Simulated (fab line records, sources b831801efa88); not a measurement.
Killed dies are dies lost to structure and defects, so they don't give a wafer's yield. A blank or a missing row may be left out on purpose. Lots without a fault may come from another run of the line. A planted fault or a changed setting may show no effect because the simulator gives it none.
fab line records | flow sky130
record lots=13 wafers=39 last_day=50
route steps=708 shown FIELD_ISO@5 GATE_OXIDE@200 LDD_N@248 POLY_CUT@315 PAD_OPEN@708
lots that met no fault: from a run of the same line without faults
start_h: hours from the record's first day to the start of the lot's first wafer shown | wait_h: hours since the lot's step before | " the same as in the row above | L1.1+2: a row that stands for several wafers | - no value, or no start given | * or withheld: withheld | < > ~ a bound
route shown NAME@n: a module of which the file shows steps, and the number in the route of the first | usual: mean/standard deviation of fault-free wafers | same: alike in all rows | chamber/n: place in a boat | sites: the reading at each site | _std_site: their standard deviation | _edge_site: outer sites' mean less inner sites' | radius_mm: how far each site lies from the wafer's centre | mask NAME#n: copy n | behind: the tool/chamber that last shaped the wafer | hold: why the lot was held/for how many hours/how that ended | device: the transistor (n, p or np) that didn't switch | end of line: the same wafers' tests at the end of the route | a step without rows: its recipe alone | killed: dies lost to structure and defects at the first sort, not the wafer's yield | map: a wafer's dies, x killed, . not, _ none there
set.NAME: the setting as run; set.NAME@STEP: as run at that earlier step | model.NAME: the simulator's own value behind a step, which no gauge read
steps of the route over a sample of lots; a table a step, a row a wafer
services: from which hour (start_h, from the record's first day; less than 0 if before it) a tool's chamber was out of use, for how many hours, and why
## steps
# step SKY_FIELD_ISO_THK_MEAS_04
# recipe reads=Si3N4_of_FIELD_ISO_CVD_03
# usual FIELD_ISO_CVD_03_THK=164.9/1.3
# columns lot.wafer tool chamber start_h wait_h FIELD_ISO_CVD_03_THK[nm]
L507.3 film_metro-04 - 13.50 0.0 164.1
L507.4 " - " " 165.1
L507.5 " - " " 163.4
L508.2 film_metro-03 - 18.83 0.0 165.4
L508.3 " - " " 164.6
L508.5 " - " " 165.1
L509.4 film_metro-03 - 23.77 0.0 163.4
L509.5 " - " " 163.4
L509.6 " - " " 165.1
L510.1 film_metro-03 - 31.57 0.0 167.4
L510.2 " - " " 168.7
L510.6 " - " " 167.4
L512.1 film_metro-01 - 41.43 0.0 162.6
L512.3 " - " " 164.5
L512.6 " - " " 164.5
L514.1 film_metro-01 - 51.20 0.0 162.1
L514.4 " - " " 162.4
L514.6 " - " " 162.8
L513.2 film_metro-03 - 51.21 0.0 164.0
L513.5 " - " " 165.1
L513.6 " - " " 165.0
L515.1 film_metro-03 - 57.97 0.0 163.3
L515.5 " - " " 164.2
L515.6 " - " " 165.2
L520.2 film_metro-04 - 79.66 0.0 165.9
L520.3 " - " " 165.2
L520.4 " - " " 166.6
L522.3 film_metro-03 - 90.93 0.0 164.2
L522.4 " - " " 165.2
L522.6 " - " " 165.0
L528.2 film_metro-03 - 119.16 0.0 163.9
L528.4 " - " " 163.8
L528.5 " - " " 163.5
L529.3 film_metro-04 - 125.11 0.0 164.7
L529.4 " - " " 167.4
L529.5 " - " " 165.2
L530.1 film_metro-04 - 130.38 0.0 164.2
L530.3 " - " " 166.4
L530.5 " - " " 164.2
# step SKY_GATE_OXIDE_STRIP_13
# recipe chemistry=O2/N2 power_w=1400 pressure_mtorr=1500 platen_temp_c=withheld o2_flow_sccm=3000 n2_flow_sccm=300 overash_fraction=0.5
# usual drypump_motor_current_A=5.8/0.36 o2_flow_sccm=3001/9 oes_product_au=0.716/0.0049 strip_time_to_endpoint_s=14.18/0.035
# columns lot.wafer tool chamber start_h wait_h drypump_motor_current_A o2_flow_sccm oes_product_au rf_hours_counter_h strip_time_to_endpoint_s
L507.3 plasma_asher-04 1 330.65 0.0 6.0 2994 0.707 - 14.15
L507.4 " 0 " " 5.8 3005 0.711 - 14.16
L507.5 " 0 " " 5.8 3009 0.719 - 14.14
L508.2 plasma_asher-04 1 335.54 0.0 6.0 3001 0.717 51 14.27
L508.3 " 0 " " 5.8 3007 0.717 - 14.25
L508.5 " 1 " " 6.0 2990 0.715 - 14.23
L509.4 plasma_asher-01 1 346.24 0.0 5.6 3001 0.714 - 14.19
L509.5 " 0 " " 6.4 3004 0.714 - 14.20
L509.6 " 1 " " 5.6 3006 0.712 - 14.21
L510.1 plasma_asher-02 0 349.07 0.0 4.9 2999 0.717 65 14.12
L510.2 " 1 " " 5.4 3018 0.713 65 14.14
L510.6 " 0 " " 4.9 3010 0.715 - 14.12
L512.1 plasma_asher-01 1 353.48 0.0 5.6 2986 0.713 66 14.14
L512.3 " 0 " " 6.4 3014 0.723 - 14.16
L512.6 " 0 " " 6.4 3005 0.715 - 14.18
L513.2 plasma_asher-04 0 369.25 0.0 5.7 2987 0.712 54 14.21
L513.5 " 0 " " 5.7 2991 0.722 - 14.15
L513.6 " 1 " " 6.0 2999 0.724 - 14.16
L514.1 plasma_asher-04 0 372.77 0.0 5.7 3002 0.711 54 14.16
L514.4 " 1 " " 6.0 3017 0.712 - 14.21
L514.6 " 1 " " 6.0 3021 0.717 - 14.15
L515.1 plasma_asher-01 1 386.79 0.0 5.6 3006 0.720 69 14.22
L515.5 " 0 " " 6.4 2994 0.708 - 14.17
L515.6 " 1 " " 5.6 2999 0.724 - 14.23
L520.2 plasma_asher-02 1 418.77 0.0 5.4 3000 0.716 72 14.18
L520.3 " 1 " " 5.4 3000 0.713 - 14.19
L520.4 " 0 " " 5.0 2993 0.716 - 14.18
L522.3 plasma_asher-04 0 438.36 0.0 5.7 3013 0.716 - 14.21
L522.4 " 1 " " 6.0 3001 0.713 - 14.16
L522.6 " 1 " " 6.0 3002 0.711 - 14.14
L528.2 plasma_asher-04 0 498.45 0.0 5.8 3002 0.719 67 14.20
L528.4 " 0 " " 5.7 3005 0.713 - 14.20
L528.5 " 1 " " 6.0 3000 0.718 - 14.16
L529.3 plasma_asher-01 1 498.73 0.0 5.6 2992 0.722 - 14.23
L529.4 " 0 " " 6.4 2986 0.708 - 14.20
L529.5 " 1 " " 5.6 3008 0.717 - 14.18
L530.1 plasma_asher-04 0 505.97 0.0 5.7 2987 0.721 68 14.18
L530.3 " 1 " " 6.0 3008 0.722 - 14.18
L530.5 " 0 " " 5.7 2985 0.723 - 14.15
# step SKY_LDD_N_IMPLANT_11
# recipe species=As energy_kev=20 dose_cm2=7.5e+13 tilt_deg=withheld rotation_deg=293
# usual dose_ions_cm2=7.5e+13/8e+10 faraday_current_uA=423/9 rotation_deg=293.00/0.049
# columns lot.wafer tool chamber start_h wait_h dose_ions_cm2 faraday_current_uA rotation_deg
L507.3 implanter-01 0 424.12 0.1 7.507e+13 421 293.01
L507.4 " 0 " " 7.504e+13 405 293.03
L507.5 " 0 " " 7.485e+13 422 292.98
L508.2 implanter-04 0 429.58 0.1 7.494e+13 426 293.01
L508.3 " 0 " " 7.506e+13 413 292.94
L508.5 " 0 " " 7.505e+13 403 293.06
L509.4 implanter-01 0 443.99 0.1 7.516e+13 434 293.03
L509.5 " 0 " " 7.492e+13 425 293.06
L509.6 " 0 " " 7.499e+13 426 292.98
L510.1 implanter-04 0 446.25 0.1 7.503e+13 425 292.99
L510.2 " 0 " " 7.498e+13 425 292.97
L510.6 " 0 " " 7.501e+13 416 292.98
L512.1 implanter-01 0 455.59 0.1 7.482e+13 424 292.95
L512.3 " 0 " " 7.497e+13 427 292.93
L512.6 " 0 " " 7.497e+13 427 292.98
L513.2 implanter-01 0 468.11 0.1 7.488e+13 414 293.03
L513.5 " 0 " " 7.491e+13 416 293.11
L513.6 " 0 " " 7.489e+13 421 292.99
L514.1 implanter-01 0 473.15 0.1 7.489e+13 417 293.11
L514.4 " 0 " " 7.494e+13 430 293.04
L514.6 " 0 " " 7.487e+13 430 293.04
L515.1 implanter-01 0 486.89 0.1 7.51e+13 410 292.99
L515.5 " 0 " " 7.499e+13 430 293.00
L515.6 " 0 " " 7.499e+13 415 293.01
L520.2 implanter-01 0 521.17 0.1 8.435e+13 488 292.96
L520.3 " 0 " " 8.442e+13 484 293.06
L520.4 " 0 " " 8.44e+13 461 292.99
L522.3 implanter-01 0 539.86 0.1 8.444e+13 483 292.93
L522.4 " 0 " " 8.447e+13 487 292.93
L522.6 " 0 " " 8.442e+13 493 292.99
L528.2 implanter-04 0 594.14 0.1 7.506e+13 426 293.02
L528.4 " 0 " " 7.501e+13 419 292.97
L528.5 " 0 " " 7.5e+13 419 292.93
L529.3 implanter-04 0 597.71 0.1 7.499e+13 428 292.99
L529.4 " 0 " " 7.508e+13 438 292.99
L529.5 " 0 " " 7.509e+13 422 293.02
L530.1 implanter-04 0 601.44 0.1 7.515e+13 426 293.02
L530.3 " 0 " " 7.506e+13 430 293.02
L530.5 " 0 " " 7.499e+13 408 293.01
# step SKY_POLY_CUT_CD_MEAS_08
# recipe target_cd_nm=270
# usual cd_nm=269.7/1.5
# columns lot.wafer tool chamber start_h wait_h cd_nm
L507.3 cd_sem-02 - 578.83 - 268.9
L507.4 " - " " 268.7
L507.5 " - " " 269.7
L508.2 cd_sem-02 - 584.83 - 268.9
L508.3 " - " " 269.7
L508.5 " - " " 269.2
L509.4 cd_sem-01 - 599.57 - 271.4
L509.5 " - " " 268.8
L509.6 " - " " 269.5
L510.1 cd_sem-02 - 600.99 - 267.0
L510.2 " - " " 269.9
L510.6 " - " " 269.0
L512.1 cd_sem-01 - 609.75 - 267.2
L512.3 " - " " 269.2
L512.6 " - " " 269.3
L513.2 cd_sem-02 - 621.58 - 269.4
L513.5 " - " " 270.4
L513.6 " - " " 269.7
L514.1 cd_sem-02 - 625.39 - 271.5
L514.4 " - " " 271.0
L514.6 " - " " 271.4
L515.1 cd_sem-01 - 639.04 - 270.8
L515.5 " - " " 270.3
L515.6 " - " " 271.8
L520.2 cd_sem-01 - 679.07 - 270.5
L520.3 " - " " 270.9
L520.4 " - " " 269.6
L522.3 cd_sem-02 - 686.33 - 270.5
L522.4 " - " " 270.4
L522.6 " - " " 269.1
L528.2 cd_sem-02 - 737.21 - 268.4
L528.4 " - " " 268.0
L528.5 " - " " 268.9
L529.3 cd_sem-02 - 743.33 - 266.8
L529.4 " - " " 269.1
L529.5 " - " " 268.1
L530.1 cd_sem-02 - 746.09 - 268.9
L530.3 " - " " 270.5
L530.5 " - " " 269.0
# step SKY_PAD_OPEN_PROBE_99
# usual killed_at_M0_to_M3=43/7 killed_at_M4_up=3.1/1.9 killed_at_contacts=25/6.1 killed_at_front_end=15/4.5 killed_at_other=0.3/0.55 killed_dies=87/8.9 killed_open=47/6.4 killed_short=40/6.6
# same gross_dies=492 killed_at_back_side=0
# columns lot.wafer tool chamber start_h wait_h killed_at_M0_to_M3 killed_at_M4_up killed_at_contacts killed_at_front_end killed_at_other killed_dies killed_open killed_short
L520.2 prober-01 - 1161.42 0.1 42 0 28 18 2 90 47 43
L520.3 prober-01 - 1161.47 0.2 39 5 20 19 0 83 45 38
L520.4 prober-01 - 1161.52 0.2 50 2 22 9 0 83 43 40
L522.3 prober-01 - 1165.14 0.2 46 1 21 18 0 86 43 43
L522.4 prober-01 - 1165.19 0.2 37 3 37 12 0 89 49 40
L522.6 prober-01 - 1165.29 0.2 39 0 22 16 1 78 53 25
L529.3 prober-01 - 1198.81 0.2 45 3 24 14 0 86 37 48
L529.4 prober-01 - 1198.86 0.2 44 2 25 18 0 89 52 37
L529.5 prober-01 - 1198.91 0.2 39 5 13 8 0 65 41 24
# killed by level:class
L520.2 VIA3:geometric_particle:open=10 VIA1:geometric_particle:open=9 CONTACT:geometric_particle:short=8 CONTACT:geometric_particle:open=7 METAL1:geometric_particle:short=7 METAL2:geometric_particle:short=7 LOCAL_INTERCONNECT:geometric_particle:short=6 FIELD_ISO:geometric_particle:open=5
L520.3 CONTACT:geometric_particle:open=8 VIA1:geometric_particle:short=7 METAL1:geometric_particle:short=7 VIA1:geometric_particle:open=7 POLY_GATE:geometric_particle:short=5 LI_CONTACT:geometric_particle:open=5 VIA2:geometric_particle:open=5 FIELD_ISO:geometric_particle:open=4
L520.4 VIA1:geometric_particle:open=11 VIA2:geometric_particle:open=10 CONTACT:geometric_particle:short=6 CONTACT:geometric_particle:open=6 METAL2:geometric_particle:short=6 VIA2:geometric_particle:short=5 LI_CONTACT:geometric_particle:open=4 LOCAL_INTERCONNECT:geometric_particle:short=4
L522.3 VIA2:geometric_particle:open=9 METAL1:geometric_particle:short=7 VIA1:geometric_particle:open=6 METAL2:geometric_particle:short=6 LI_CONTACT:geometric_particle:open=5 FIELD_ISO:geometric_particle:open=4 SPACER:geometric_particle:short=4 CONTACT:geometric_particle:open=4
L522.4 CONTACT:geometric_particle:open=10 LI_CONTACT:geometric_particle:open=10 VIA1:geometric_particle:open=9 CONTACT:geometric_particle:short=8 VIA2:geometric_particle:open=8 METAL1:geometric_particle:short=7 FIELD_ISO:geometric_particle:open=4 LOCAL_INTERCONNECT:geometric_particle:short=4
L522.6 VIA1:geometric_particle:open=12 VIA2:geometric_particle:open=9 LI_CONTACT:geometric_particle:open=7 VIA3:geometric_particle:open=6 METAL1:geometric_particle:short=4 FIELD_ISO:geometric_particle:open=4 LOCAL_INTERCONNECT:geometric_particle:short=4 CONTACT:geometric_particle:open=4
L529.3 VIA1:geometric_particle:short=9 VIA2:geometric_particle:open=9 VIA1:geometric_particle:open=8 CONTACT:geometric_particle:short=8 METAL2:geometric_particle:short=7 LOCAL_INTERCONNECT:geometric_particle:short=6 FIELD_ISO:geometric_particle:open=5 VIA3:geometric_particle:short=5
L529.4 VIA1:geometric_particle:open=18 CONTACT:geometric_particle:open=12 POLY_GATE:geometric_particle:short=6 VIA3:geometric_particle:open=6 LOCAL_INTERCONNECT:geometric_particle:short=5 FIELD_ISO:geometric_particle:short=4 VIA2:geometric_particle:open=4 FIELD_ISO:geometric_particle:open=3
L529.5 VIA1:geometric_particle:open=9 CONTACT:geometric_particle:open=9 VIA2:geometric_particle:open=8 VIA3:geometric_particle:open=6 METAL2:geometric_particle:short=4 METAL3:geometric_particle:short=3 METAL1:geometric_particle:short=3 METAL4:geometric_particle:short=3
## services
# columns tool chamber start_h hours kind
implanter-04 - 316.24 2.5 repair
implanter-04 - 318.52 8.6 repair
plasma_asher-02 - 320.47 2.8 pm
plasma_asher-04 - 321.77 2.8 pm
implanter-01 - 336.16 3.2 repair
implanter-01 - 366.24 27.6 pm
implanter-04 - 366.26 1.8 repair
implanter-04 - 395.71 6.4 pm
implanter-04 - 421.08 4.0 pm
plasma_asher-02 - 421.25 9.0 pm
plasma_asher-02 0 421.25 9.0 vent_cycle
plasma_asher-02 1 421.25 9.0 vent_cycle
plasma_asher-02 0 430.25 - clean
plasma_asher-02 1 430.25 - clean
implanter-01 - 432.44 3.0 pm
plasma_asher-02 - 436.40 1.2 repair
plasma_asher-02 - 498.19 2.2 repair
implanter-01 - 502.54 2.8 repair
implanter-01 - 552.13 5.5 repair
plasma_asher-02 - 592.44 2.4 repair
## key
first_sign step=SKY_LDD_N_IMPLANT_11 reading=dose_ions_cm2 direction=up sigmas=99+ usual=* struck=*
effect step=SKY_LDD_N_IMPLANT_11 reading=faraday_current_uA direction=up sigmas=6.6 usual=423 struck=483
met_at SKY_LDD_N_IMPLANT_11
struck_lots L520,L522
tester_left_out L520,L522
not_acting_at SKY_FIELD_ISO_THK_MEAS_04,SKY_GATE_OXIDE_STRIP_13,SKY_POLY_CUT_CD_MEAS_08
onset_between 486.89 521.17
fault kind=process_parameter_drift tool=implanter-01 chamber=- onset_h=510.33 steps=SKY_LDD_N_IMPLANT_11 channel=dose_cm2 offset=* shape=step end_h=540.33 acts_in=* stated=*
# tester_left_out: of these lots the tester's yield and bins aren't shown, on N5 and GAA mostly nor the transistor test; their killed dies are dies lost to structure and defects alone, not to doping, threshold or leakage, so they don't give the yield
